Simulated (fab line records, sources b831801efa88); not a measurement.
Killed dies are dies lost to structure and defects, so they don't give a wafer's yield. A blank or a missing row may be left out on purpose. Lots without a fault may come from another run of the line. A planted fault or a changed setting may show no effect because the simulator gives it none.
Which tool did it? | flow gf180mcu | 12 lots, 36 wafers sampled, at 1 step of a route of 602

WHAT THE GAUGES READ, wafer by wafer
GF_V3_THK_MEAS_03.
lot  | measured     | on            | V3_CVD_02_THK (nm)
L075 | day 21 14:09 | film_metro-03 | 830 838 850
L077 | day 22 11:30 | film_metro-03 | 844 849 862
L079 | day 23 06:58 | film_metro-03 | 837 860 871
L081 | day 24 04:48 | film_metro-03 | 854 860 848
L083 | day 24 22:02 | film_metro-04 | 835 842 854
L085 | day 25 07:29 | film_metro-01 | 850 862 852
L087 | day 26 00:25 | film_metro-03 | 845 843 862
L089 | day 26 14:57 | film_metro-01 | 852 851 855
L091 | day 27 06:53 | film_metro-01 | 842 863 869
L093 | day 27 21:22 | film_metro-03 | 838 854 856
L095 | day 28 14:50 | film_metro-03 | 861 851 860
L097 | day 28 19:47 | film_metro-04 | 857 864 859

WHICH TOOL RAN EACH LOT (tool, then ch and the chambers of the sampled wafers, then the start)
The record holds no process step before these readings.

THE ANSWER, worked out from the rows above alone
Rule: what is usual is taken from the lots themselves. Put in order of their means at a reading, lots are off if they are a third of the lots or fewer, leave a main group of 4 or more, and stand apart from it by a gap of 3 or more times the standard deviation of the main group's means; of several such gaps the widest counts. A main group whose means are all the same, to the digits that the tables above print for the reading, isn't used. A lot without any number at a reading at which 4 lots or more have one is off too. The other lots that the step has rows for count as sound.
No lot is off at any reading shown: from this, nothing can be told.

WHAT THE SIMULATOR HAD PUT IN
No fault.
